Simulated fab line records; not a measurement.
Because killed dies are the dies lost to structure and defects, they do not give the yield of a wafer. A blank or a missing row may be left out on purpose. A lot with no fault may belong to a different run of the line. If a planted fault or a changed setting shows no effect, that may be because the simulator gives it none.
fab line records	flow sky130
record lots=14	wafers=42	lastDay=50
route steps=708 shown CAPM@549 METAL3@566 VIA3@574
lots that met no fault: taken from a fault-free run of the same line
startH: hours from the record's opening day to when the first of the lot's shown wafers began	waitH: hours since the lot's step before	" as in the row above	L1.1+2: several wafers, shown together as one row	- no value, or no start was given	* or withheld: withheld	< > ~ a bound
route shown NAME@n: a module of which the file shows steps, and the number in the route of the first	usual: mean/standard deviation taken from wafers without a fault	same: alike in all rows	chamber/n: place in a boat	sites: readings site by site	_std_site: standard deviation of those values	_edge_site: the outer-site mean with the inner-site mean subtracted	radiusMm: for every site, how far away it sits from the centre of the wafer	mask NAME#n: copy n	behind: the most recent tool/chamber to have shaped the wafer	hold: the reason the lot was held/the length of the hold in hours/how it ended	device: the transistor (n, p or np) that didn't switch	end of line: the route-end tests of the same wafers	a step without rows: its recipe alone	killed: dies lost to structure and defects at the first sort, not the wafer's yield	map: per-die view of a wafer (x killed, . not killed, _ where there is no die)
set.NAME: the run value of the setting; set.NAME@STEP: its run value at that earlier step	model.NAME: the simulator's own value behind a step, which no gauge read
steps of the route over a sample of lots; a table a step, a row a wafer
services: the hour from which a tool's chamber was out of use, counted from the record's first day as startH (under 0 if before that day), plus the number of hours and why
## steps
# step SKY_CAPM_OVL_MEAS_12
# usual CAPM_OVL=-0.6/1.5
lot.wafer	tool	chamber	startH	waitH	CAPM_OVL[nm]
L898.1	overlay-02	-	880.88	0.1	-1.2
L898.3	"	-	"	"	-0.5
L898.4	"	-	"	"	-2.1
L903.2	overlay-02	-	919.80	0.1	-0.4
L903.4	"	-	"	"	-0.3
L903.6	"	-	"	"	-1.7
L905.1	overlay-01	-	941.10	0.1	-0.2
L905.4	"	-	"	"	1.2
L905.5	"	-	"	"	0.3
L906.1	overlay-02	-	943.90	0.1	-1.1
L906.2	"	-	"	"	0.2
L906.3	"	-	"	"	-1.5
L908.1	overlay-01	-	954.95	0.1	0.6
L908.3	"	-	"	"	0.9
L908.5	"	-	"	"	0.9
L909.2	overlay-02	-	958.34	0.1	-3.3
L909.4	"	-	"	"	-1.2
L909.6	"	-	"	"	-2.8
L911.1	overlay-02	-	972.29	0.1	-0.3
L911.2	"	-	"	"	0.3
L911.4	"	-	"	"	-1.0
L913.1	overlay-02	-	990.13	0.1	-0.3
L913.4	"	-	"	"	1.7
L913.6	"	-	"	"	0.6
L914.3	overlay-02	-	991.92	0.1	-0.6
L914.4	"	-	"	"	-1.1
L914.6	"	-	"	"	-1.4
L917.1	overlay-02	-	1007.98	0.1	0.7
L917.4	"	-	"	"	0.6
L917.6	"	-	"	"	-0.1
L918.1	overlay-02	-	1018.24	0.1	0.2
L918.4	"	-	"	"	-0.6
L918.6	"	-	"	"	0.0
L919.1	overlay-02	-	1035.31	0.1	-0.8
L919.3	"	-	"	"	0.3
L919.6	"	-	"	"	-0.6
L920.2	overlay-01	-	1036.64	0.1	-1.3
L920.5	"	-	"	"	-0.9
L920.6	"	-	"	"	-1.6
L921.2	overlay-01	-	1036.85	0.1	1.1
L921.3	"	-	"	"	1.2
L921.5	"	-	"	"	0.5
# step SKY_CAPM_STRIP_14
# recipe chemistry=O2/N2	powerW=1400	pressureMtorr=1500	platenTempC=withheld	o2FlowSccm=3000	n2FlowSccm=300	overashFraction=0.5
# usual chamberPressureMTorr=1500.0/1.3	drypumpMotorCurrentA=5.80/0.28	oesProductAu=0.711/0.0043	stripTimeToEndpointS=12.66/0.047
lot.wafer	tool	chamber	startH	waitH	chamberPressureMTorr	drypumpMotorCurrentA	oesProductAu	rfHoursCounterH	stripTimeToEndpointS
L898.1	plasmaAsher-03	0	881.07	0.1	1499.7	5.45	0.710	69	12.66
L898.3	"	1	"	"	1499.5	5.58	0.704	-	12.64
L898.4	"	0	"	"	1500.3	5.46	0.719	-	12.63
L903.2	plasmaAsher-01	1	919.90	0.1	1501.7	5.89	0.711	49	12.70
L903.4	"	1	"	"	1501.0	5.92	0.703	-	12.64
L903.6	"	0	"	"	1497.9	6.24	0.709	-	12.70
L905.1	plasmaAsher-01	1	941.22	0.1	1500.2	5.90	0.705	51	12.61
L905.4	"	0	"	"	1501.3	6.23	0.714	-	12.64
L905.5	"	0	"	"	1498.1	6.23	0.714	-	12.59
L906.1	plasmaAsher-03	0	944.02	0.1	1501.4	5.50	0.703	76	12.59
L906.2	"	1	"	"	1500.8	5.58	0.710	76	12.59
L906.3	"	1	"	"	1498.6	5.58	0.713	-	12.61
L908.1	plasmaAsher-03	1	955.07	0.1	1501.5	5.59	0.712	78	12.63
L908.3	"	1	"	"	1498.0	5.57	0.711	-	12.66
L908.5	"	0	"	"	1497.0	5.49	0.711	-	12.67
L909.2	plasmaAsher-02	1	958.45	0.1	1500.6	5.69	0.711	118	12.66
L909.4	"	1	"	"	1500.7	5.73	0.710	-	12.67
L909.6	"	0	"	"	1499.1	6.01	0.705	-	12.65
L911.1	plasmaAsher-03	0	972.40	0.1	1499.8	5.49	0.710	80	12.53
L911.2	"	1	"	"	1499.8	5.58	0.717	80	12.58
L911.4	"	1	"	"	1496.4	5.59	0.705	-	12.56
L913.1	plasmaAsher-03	0	990.32	0.1	1501.6	5.49	0.715	82	12.58
L913.4	"	1	"	"	1499.4	5.58	0.711	-	12.54
L913.6	"	0	"	"	1501.2	5.51	0.717	-	12.56
L914.3	plasmaAsher-01	0	992.05	0.1	1500.2	6.25	0.714	-	12.67
L914.4	"	1	"	"	1499.3	5.92	0.701	-	12.70
L914.6	"	1	"	"	1498.7	5.90	0.710	-	12.71
L917.1	plasmaAsher-02	0	1008.10	0.1	1501.0	6.02	0.711	122	12.72
L917.4	"	1	"	"	1498.5	5.71	0.712	-	12.69
L917.6	"	0	"	"	1497.4	6.01	0.713	-	12.71
L918.1	plasmaAsher-01	1	1018.43	0.1	1498.5	5.87	0.709	57	12.63
L918.4	"	1	"	"	1500.5	5.87	0.713	-	12.64
L918.6	"	0	"	"	1498.7	6.25	0.708	-	12.64
L919.1	plasmaAsher-03	0	1035.42	0.1	1500.8	5.53	0.716	87	12.68
L919.3	"	1	"	"	1499.6	5.57	0.703	-	12.68
L919.6	"	0	"	"	1501.9	5.49	0.711	-	12.68
L920.2	plasmaAsher-01	0	1036.75	0.1	1501.6	6.22	0.709	59	12.62
L920.5	"	0	"	"	1498.6	6.24	0.716	-	12.63
L920.6	"	1	"	"	1499.9	5.92	0.715	-	12.63
L921.2	plasmaAsher-02	1	1036.95	0.1	1497.5	5.76	0.707	125	12.70
L921.3	"	1	"	"	1499.4	5.71	0.701	-	12.70
L921.5	"	1	"	"	1501.1	5.71	0.710	-	12.72
# step SKY_METAL3_ETCH_16
# recipe chemistry=N2/H2	target=BARC	ionEnergyEv=200	biasW=100	pressureMtorr=30	n2FlowSccm=100	h2FlowSccm=200	icpW=500	stopOn=SiO2	timeS=88.2	targetDepthA=600
# usual biasW=100.02/0.3	chamberPressureMTorr=30.002/0.029	drypumpMotorCurrentA=5.6/0.5	heBacksideLeakSccm=3.4/0.43	oesProductAu=0.626/0.0044	throttleValvePct=13.205/0.0094
lot.wafer	tool	chamber	startH	waitH	biasW	chamberPressureMTorr	drypumpMotorCurrentA	heBacksideLeakSccm	oesProductAu	rfHoursCounterH	throttleValvePct
L898.1	rieMetal-03	0	907.03	0.0	99.93	30.020	5.8	3.5	0.623	1	13.197
L898.3	"	0	"	"	100.62	29.967	5.8	3.4	0.629	-	13.215
L898.4	"	1	"	"	100.17	29.981	6.3	3.0	0.624	-	13.222
L903.2	rieMetal-03	0	944.87	0.0	99.80	29.997	5.8	3.1	0.625	3	13.212
L903.4	"	0	"	"	99.54	30.008	5.8	3.1	0.628	-	13.205
L903.6	"	1	"	"	100.15	29.996	6.3	3.2	0.631	-	13.197
L905.1	rieMetal-01	1	966.02	0.0	-	-	-	-	-	-	-
L905.4	"	1	"	"	-	-	-	-	-	-	-
L905.5	"	0	"	"	-	-	-	-	-	-	-
L906.1	rieMetal-01	1	969.32	0.0	-	-	-	-	-	-	-
L906.2	"	0	"	"	-	-	-	-	-	-	-
L906.3	"	1	"	"	-	-	-	-	-	-	-
L908.1	rieMetal-01	0	979.92	0.1	100.19	29.975	4.9	3.3	0.622	18	13.215
L908.3	"	0	"	"	99.92	30.045	4.9	3.3	0.627	-	13.185
L908.5	"	0	"	"	99.53	29.974	4.9	3.3	0.624	-	13.205
L909.2	rieMetal-01	0	983.48	0.1	100.26	29.960	4.9	3.4	0.624	-	13.204
L909.4	"	0	"	"	100.16	29.989	4.9	3.3	0.628	-	13.202
L909.6	"	0	"	"	100.31	30.029	4.9	3.4	0.637	-	13.198
L911.1	rieMetal-03	1	996.13	0.0	100.17	29.989	6.3	3.0	0.625	8	13.211
L911.2	"	0	"	"	99.69	30.005	5.8	3.2	0.630	5	13.210
L911.4	"	1	"	"	100.10	29.989	6.3	3.0	0.625	-	13.193
L913.1	rieMetal-01	1	1014.57	0.0	99.41	29.977	6.0	3.4	0.625	1	13.211
L913.4	"	0	"	"	99.49	29.994	4.9	3.3	0.622	-	13.202
L913.6	"	1	"	"	99.71	29.978	6.0	3.5	0.627	-	13.211
L914.3	rieMetal-01	0	1015.66	0.0	99.75	29.973	4.9	3.3	0.623	-	13.198
L914.4	"	1	"	"	100.32	30.034	6.0	3.3	0.627	-	13.202
L914.6	"	0	"	"	99.81	29.969	4.9	3.3	0.629	-	13.225
L917.1	rieMetal-04	1	1031.42	0.0	99.71	30.035	5.7	6.9	0.630	20	13.210
L917.4	"	1	"	"	99.61	30.020	5.7	3.6	0.630	-	13.204
L917.6	"	1	"	"	99.97	29.971	5.7	3.5	0.629	-	13.217
L918.1	rieMetal-01	1	1041.52	0.0	100.59	30.033	6.0	3.4	0.623	2	13.205
L918.4	"	1	"	"	100.34	30.002	5.9	3.3	0.628	-	13.213
L918.6	"	1	"	"	100.28	29.958	6.0	3.3	0.636	-	13.196
L919.1	rieMetal-03	1	1057.13	0.0	99.82	29.964	6.3	3.1	0.627	12	13.203
L919.3	"	1	"	"	99.70	30.016	6.3	3.1	0.620	-	13.207
L919.6	"	0	"	"	100.47	29.997	5.7	3.0	0.624	-	13.205
L920.2	rieMetal-01	0	1058.63	0.0	99.82	30.021	4.9	3.3	0.620	23	13.229
L920.5	"	0	"	"	99.58	30.014	4.9	3.3	0.626	-	13.196
L920.6	"	1	"	"	100.15	30.015	6.0	3.5	0.616	-	13.219
L921.2	rieMetal-04	1	1058.98	0.0	100.18	30.025	5.7	3.5	0.628	22	13.209
L921.3	"	0	"	"	99.97	29.990	5.4	3.2	0.623	-	13.207
L921.5	"	0	"	"	99.78	29.973	5.4	3.3	0.632	-	13.216
# step SKY_METAL3_ETCH_17
# recipe target=SiO2	stopOn=TiN	chemistry=C4F8/O2/Ar	sourceW=1527	biasW=1200	pressureMtorr=40	c4f8FlowSccm=withheld	O2_flow_sccm=6	Ar_flow_sccm=300	timeS=3.9	targetDepthA=150
# usual biasW=1200/3.7	chamberPressureMTorr=40.00/0.036	oesProductAu=0.752/0.0095
lot.wafer	tool	chamber	startH	waitH	biasW	chamberPressureMTorr	oesProductAu	rfHoursCounterH
L898.1	rieDiel-01	1	907.13	0.1	1202	39.93	0.749	14
L898.3	"	3	"	"	1198	40.00	0.735	13
L898.4	"	3	"	"	1200	39.95	0.748	-
L903.2	rieDiel-02	1	944.97	0.1	1195	40.00	0.739	18
L903.4	"	3	"	"	1194	40.03	0.737	6
L903.6	"	0	"	"	1204	39.97	0.737	-
L905.1	rieDiel-01	1	966.12	0.1	1191	39.96	0.372	16
L905.4	"	2	"	"	1197	40.05	0.379	17
L905.5	"	0	"	"	1200	40.06	0.372	-
L906.1	rieDiel-02	2	969.42	0.1	1207	40.03	0.377	18
L906.2	"	3	"	"	1202	40.05	0.371	6
L906.3	"	0	"	"	1197	40.04	0.385	3
L908.1	rieDiel-03	3	980.12	0.2	1202	40.00	0.744	8
L908.3	"	1	"	"	1199	40.02	0.749	4
L908.5	"	3	"	"	1197	39.96	0.752	-
L909.2	rieDiel-02	0	983.65	0.1	1203	39.98	0.750	4
L909.4	"	3	"	"	1197	39.98	0.757	-
L909.6	"	2	"	"	1200	39.94	0.766	-
L911.1	rieDiel-02	2	996.23	0.1	1200	40.02	0.758	19
L911.2	"	0	"	"	1200	40.01	0.750	4
L911.4	"	3	"	"	1200	39.98	0.767	-
L913.1	rieDiel-01	2	1014.67	0.1	1198	39.98	0.761	19
L913.4	"	0	"	"	1194	39.95	0.760	6
L913.6	"	0	"	"	1198	39.92	0.754	-
L914.3	rieDiel-02	3	1015.73	0.0	1195	40.04	0.749	8
L914.4	"	0	"	"	1199	40.02	0.759	5
L914.6	"	1	"	"	1200	40.04	0.737	-
L917.1	rieDiel-03	3	1031.52	0.1	1194	39.99	0.741	10
L917.4	"	0	"	"	1202	40.01	0.769	27
L917.6	"	3	"	"	1198	40.02	0.753	-
L918.1	rieDiel-03	1	1041.62	0.1	1194	40.04	0.752	6
L918.4	"	2	"	"	1202	39.97	0.760	13
L918.6	"	2	"	"	1202	39.91	0.759	-
L919.1	rieDiel-03	3	1057.23	0.1	1197	39.98	0.733	11
L919.3	"	1	"	"	1200	40.02	0.734	6
L919.6	"	2	"	"	1200	39.96	0.738	-
L920.2	rieDiel-02	0	1058.73	0.1	1195	40.00	0.742	7
L920.5	"	2	"	"	1195	39.98	0.749	-
L920.6	"	0	"	"	1201	40.05	0.756	-
L921.2	rieDiel-03	1	1059.08	0.1	1200	39.97	0.735	7
L921.3	"	3	"	"	1194	39.98	0.742	11
L921.5	"	2	"	"	1196	40.02	0.765	-
# step SKY_METAL3_METAL_ETCH_18
# recipe targetDepthA=8450	stopOn=SiO2	overEtchFrac=0.3	timeS=183.1	chemistry=Cl2/BCl3	resistSidewallDeg=88	pressureMtorr=10	icpW=900	biasW=48.5	Cl2_flow_sccm=60	bcl3FlowSccm=30
# usual bcl3FlowSccm=29.99/0.095	biasW=48.49/0.13	chamberPressureMTorr=9.999/0.01	drypumpMotorCurrentA=5.6/0.43	heBacksideLeakSccm=3.37/0.28	oesProductAu=0.865/0.0075	throttleValvePct=22.265/0.0093
# same overEtchFrac=0.3
lot.wafer	tool	chamber	startH	waitH	bcl3FlowSccm	biasW	chamberPressureMTorr	drypumpMotorCurrentA	heBacksideLeakSccm	oesProductAu	rfHoursCounterH	throttleValvePct
L898.1	rieMetal-01	1	907.15	0.0	29.86	48.49	10.008	6.0	3.47	0.851	16	22.250
L898.3	"	1	"	"	29.79	48.42	9.988	6.0	3.52	0.854	-	22.261
L898.4	"	0	"	"	29.81	48.52	9.994	4.9	3.25	0.856	-	22.274
L903.2	rieMetal-01	1	944.99	0.0	29.97	48.49	9.997	6.0	3.64	0.872	18	22.260
L903.4	"	0	"	"	30.03	48.43	9.973	4.9	3.26	0.870	-	22.270
L903.6	"	0	"	"	29.95	48.34	9.998	4.9	3.30	0.867	-	22.272
L905.1	rieMetal-03	1	966.14	0.0	29.93	48.69	9.997	6.3	3.18	0.371	6	22.263
L905.4	"	0	"	"	29.79	48.59	9.995	5.7	3.18	0.365	-	22.271
L905.5	"	0	"	"	29.82	48.60	9.979	5.7	3.10	0.376	-	22.264
L906.1	rieMetal-04	1	969.44	0.0	30.01	48.50	10.005	5.7	3.62	0.377	16	22.269
L906.2	"	0	"	"	29.97	48.57	10.010	5.4	3.39	0.376	14	22.263
L906.3	"	0	"	"	29.93	48.60	9.990	5.4	3.17	0.377	-	22.248
L908.1	rieMetal-04	0	980.14	0.0	30.08	48.58	9.990	5.4	3.28	0.864	14	22.269
L908.3	"	0	"	"	30.03	48.62	9.998	5.4	3.13	0.871	-	22.243
L908.5	"	1	"	"	29.93	48.32	9.996	5.6	3.56	0.861	-	22.273
L909.2	rieMetal-04	0	983.67	0.0	30.01	48.24	9.997	5.4	3.35	0.865	15	22.269
L909.4	"	0	"	"	30.18	48.49	9.996	5.4	3.32	0.878	-	22.255
L909.6	"	0	"	"	29.91	48.61	9.975	5.4	3.40	0.868	-	22.258
L911.1	rieMetal-04	0	996.25	0.0	29.97	48.56	9.999	5.4	3.37	0.871	15	22.264
L911.2	"	1	"	"	29.96	48.41	10.004	5.7	3.60	0.856	18	22.245
L911.4	"	1	"	"	29.88	48.49	9.990	5.7	3.48	0.862	-	22.267
L913.1	rieMetal-03	0	1014.69	0.0	29.84	48.50	9.992	5.8	3.21	0.869	6	22.269
L913.4	"	1	"	"	30.03	48.34	9.985	6.3	3.08	0.871	-	22.271
L913.6	"	1	"	"	30.14	48.68	9.994	6.3	3.20	0.877	-	22.250
L914.3	rieMetal-04	0	1015.81	0.1	29.96	48.49	10.005	5.4	3.24	0.869	-	22.262
L914.4	"	1	"	"	29.94	48.40	9.999	5.7	3.65	0.859	-	22.272
L914.6	"	0	"	"	29.99	48.46	9.996	5.4	3.36	0.872	-	22.273
L917.1	rieMetal-01	0	1031.54	0.0	30.09	48.58	10.000	4.9	3.39	0.864	21	22.262
L917.4	"	0	"	"	30.14	48.51	10.005	4.9	3.33	0.856	-	22.273
L917.6	"	0	"	"	29.95	48.43	9.995	4.9	3.42	0.855	-	22.253
L918.1	rieMetal-04	0	1041.64	0.0	30.07	48.42	10.004	5.4	3.32	0.852	18	22.258
L918.4	"	0	"	"	29.96	48.43	9.995	5.4	3.32	0.858	-	22.263
L918.6	"	0	"	"	29.93	48.65	9.989	5.4	3.26	0.876	-	22.260
L919.1	rieMetal-04	0	1057.25	0.0	29.99	48.49	10.010	5.4	3.18	0.861	19	22.272
L919.3	"	1	"	"	30.05	48.35	9.991	5.7	3.50	0.873	-	22.257
L919.6	"	0	"	"	29.94	48.69	10.011	5.4	3.36	0.866	-	22.283
L920.2	rieMetal-03	0	1058.76	0.0	30.00	48.57	10.009	5.8	3.07	0.871	9	22.267
L920.5	"	0	"	"	29.87	48.26	9.980	5.8	3.32	0.863	-	22.277
L920.6	"	1	"	"	30.05	48.63	9.989	6.3	3.04	0.868	-	22.252
L921.2	rieMetal-01	0	1059.10	0.0	30.08	48.38	10.007	4.9	3.37	0.877	23	22.262
L921.3	"	0	"	"	29.85	48.32	9.998	4.9	3.45	0.870	-	22.285
L921.5	"	0	"	"	30.06	48.23	10.009	4.9	3.41	0.874	-	22.260
# step SKY_METAL3_STRIP_19
# recipe chemistry=O2/N2	powerW=1400	pressureMtorr=1500	platenTempC=withheld	o2FlowSccm=3000	n2FlowSccm=300	overashFraction=0.5
# usual chamberPressureMTorr=1499.9/1.4	drypumpMotorCurrentA=5.8/0.35	oesProductAu=0.503/0.0057	stripTimeToEndpointS=6.55/0.077
lot.wafer	tool	chamber	startH	waitH	chamberPressureMTorr	drypumpMotorCurrentA	oesProductAu	rfHoursCounterH	stripTimeToEndpointS
L898.1	plasmaAsher-01	0	907.32	0.1	1501.1	6.3	0.502	47	6.49
L898.3	"	0	"	"	1500.8	6.3	0.493	-	6.54
L898.4	"	1	"	"	1499.5	5.9	0.501	-	6.48
L903.2	plasmaAsher-04	0	945.16	0.1	1501.4	5.6	0.502	18	6.44
L903.4	"	0	"	"	1497.9	5.6	0.505	-	6.58
L903.6	"	1	"	"	1498.1	5.1	0.495	-	6.54
L905.1	plasmaAsher-02	0	966.31	0.1	1500.0	6.0	0.521	119	7.08
L905.4	"	1	"	"	1499.2	5.7	0.520	-	7.04
L905.5	"	0	"	"	1502.6	6.0	0.514	-	6.98
L906.1	plasmaAsher-01	1	969.61	0.1	1499.6	5.9	0.524	52	7.08
L906.2	"	0	"	"	1500.8	6.2	0.523	52	7.13
L906.3	"	0	"	"	1498.5	6.2	0.529	-	7.18
L908.1	plasmaAsher-04	1	980.32	0.1	1498.3	5.1	0.512	21	6.75
L908.3	"	1	"	"	1500.6	5.2	0.515	-	6.73
L908.5	"	0	"	"	1500.2	5.6	0.505	-	6.61
L909.2	plasmaAsher-02	0	983.84	0.1	1499.0	6.0	0.512	121	6.69
L909.4	"	1	"	"	1500.2	5.7	0.506	-	6.69
L909.6	"	0	"	"	1499.4	6.0	0.516	-	6.74
L911.1	plasmaAsher-01	0	996.42	0.1	1497.2	6.2	0.504	55	6.66
L911.2	"	1	"	"	1497.9	5.9	0.503	55	6.56
L911.4	"	0	"	"	1502.8	6.2	0.505	-	6.55
L913.1	plasmaAsher-01	0	1014.86	0.1	1497.5	6.2	0.497	57	6.48
L913.4	"	0	"	"	1502.6	6.2	0.499	-	6.52
L913.6	"	1	"	"	1498.8	5.9	0.504	-	6.58
L914.3	plasmaAsher-02	1	1015.96	0.1	1499.6	5.7	0.498	-	6.68
L914.4	"	0	"	"	1501.0	6.0	0.508	-	6.48
L914.6	"	1	"	"	1501.5	5.7	0.505	-	6.62
L917.1	plasmaAsher-02	0	1031.71	0.1	1501.0	6.0	0.507	124	6.51
L917.4	"	1	"	"	1501.6	5.7	0.497	-	6.48
L917.6	"	1	"	"	1497.2	5.7	0.495	-	6.49
L918.1	plasmaAsher-02	1	1041.81	0.1	1500.0	5.7	0.513	125	6.62
L918.4	"	0	"	"	1501.3	6.0	0.506	-	6.60
L918.6	"	1	"	"	1499.2	5.7	0.510	-	6.65
L919.1	plasmaAsher-04	0	1057.42	0.1	1498.7	5.6	0.508	29	6.64
L919.3	"	1	"	"	1500.0	5.1	0.496	-	6.46
L919.6	"	0	"	"	1501.0	5.6	0.508	-	6.63
L920.2	plasmaAsher-01	0	1058.93	0.1	1500.1	6.2	0.503	61	6.54
L920.5	"	1	"	"	1500.9	5.9	0.498	-	6.59
L920.6	"	0	"	"	1499.2	6.2	0.506	-	6.57
L921.2	plasmaAsher-04	0	1059.27	0.1	1500.6	5.6	0.499	29	6.56
L921.3	"	1	"	"	1502.2	5.1	0.503	-	6.55
L921.5	"	0	"	"	1499.0	5.6	0.503	-	6.55
# step SKY_VIA3_THK_MEAS_01
# recipe reads=SiO2_of_VIA3_HDPCVD_00
# usual VIA3_HDPCVD_THK=1631/19
lot.wafer	tool	chamber	startH	waitH	VIA3_HDPCVD_THK[nm]
L898.1	filmMetro-03	-	908.23	0.1	1604
L898.3	"	-	"	"	1627
L898.4	"	-	"	"	1611
L903.2	filmMetro-03	-	946.06	0.2	1615
L903.4	"	-	"	"	1633
L903.6	"	-	"	"	1609
L908.1	filmMetro-02	-	981.12	0.1	1613
L908.3	"	-	"	"	1641
L908.5	"	-	"	"	1641
L909.2	filmMetro-02	-	984.65	0.1	1630
L909.4	"	-	"	"	1614
L909.6	"	-	"	"	1600
L911.1	filmMetro-02	-	997.19	0.1	1632
L911.2	"	-	"	"	1636
L911.4	"	-	"	"	1620
L913.1	filmMetro-03	-	1015.71	0.2	1619
L913.4	"	-	"	"	1641
L913.6	"	-	"	"	1598
L914.3	filmMetro-02	-	1016.70	0.1	1627
L914.4	"	-	"	"	1618
L914.6	"	-	"	"	1649
L917.1	filmMetro-03	-	1032.56	0.2	1621
L917.4	"	-	"	"	1627
L917.6	"	-	"	"	1619
L918.1	filmMetro-02	-	1042.66	0.2	1609
L918.4	"	-	"	"	1649
L918.6	"	-	"	"	1630
L919.1	filmMetro-02	-	1058.19	0.1	1622
L919.3	"	-	"	"	1645
L919.6	"	-	"	"	1673
L920.2	filmMetro-03	-	1059.70	0.1	1647
L920.5	"	-	"	"	1650
L920.6	"	-	"	"	1659
L921.2	filmMetro-04	-	1060.07	0.1	1632
L921.3	"	-	"	"	1633
L921.5	"	-	"	"	1624
## services
tool	chamber	startH	hours	kind
plasmaAsher-02	-	861.57	0.9	repair
rieDiel-03	0	872.27	21.1	repair
plasmaAsher-01	-	884.76	1.9	repair
rieMetal-03	-	889.43	4.0	pm
rieDiel-03	1	897.48	14.5	repair
rieMetal-04	1	898.99	14.8	repair
rieDiel-02	3	924.14	17.2	repair
plasmaAsher-01	-	941.58	20.4	repair
rieDiel-02	1	959.73	44.3	repair
rieDiel-02	-	960.61	0.4	repair
rieDiel-02	-	966.72	0.3	repair
plasmaAsher-02	-	987.02	7.0	repair
plasmaAsher-03	-	993.62	0.8	repair
rieMetal-01	-	995.67	4.0	pm
rieDiel-03	1	998.43	5.3	repair
plasmaAsher-02	-	999.27	0.7	repair
rieMetal-01	-	999.88	1.0	repair
plasmaAsher-02	-	1017.07	4.1	repair
rieMetal-01	1	1018.16	5.2	repair
rieDiel-02	3	1022.15	41.1	repair
plasmaAsher-03	-	1035.67	2.9	repair
rieMetal-01	-	1047.35	2.8	pm
plasmaAsher-02	-	1055.25	9.0	pm
rieDiel-02	1	1058.58	5.4	repair
## key
firstSign step=SKY_METAL3_ETCH_16	reading=toolRecord	direction=missing
effect step=SKY_METAL3_ETCH_17	reading=oesProductAu	direction=down	sigmas=40	usual=0.752	struck=0.376
effect step=SKY_METAL3_METAL_ETCH_18	reading=oesProductAu	direction=down	sigmas=66	usual=0.865	struck=0.374
effect step=SKY_METAL3_STRIP_19	reading=stripTimeToEndpointS	direction=up	sigmas=6.8	usual=*	struck=*
metAt SKY_METAL3_ETCH_16
struckLots L905,L906
laterRowsLeftOut L905.1,L905.4,L905.5,L906.1,L906.2,L906.3
sortLeftOut L905.1,L905.4,L905.5,L906.1,L906.2,L906.3
notActingAt SKY_CAPM_OVL_MEAS_12,SKY_CAPM_STRIP_14,SKY_VIA3_THK_MEAS_01
fault kind=skippedStepWhole	tool=rieMetal-01	chamber=-	onsetH=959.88	steps=SKY_METAL3_ETCH_16	scope=struckLotsOnly
# sortLeftOut: the simulated sort isn't trusted on such a fault, so these wafers' sort isn't shown, and their yield isn't known
# laterRowsLeftOut: the simulator's readings of these wafers behind a module that went badly wrong aren't trusted and aren't shown, but for the sort
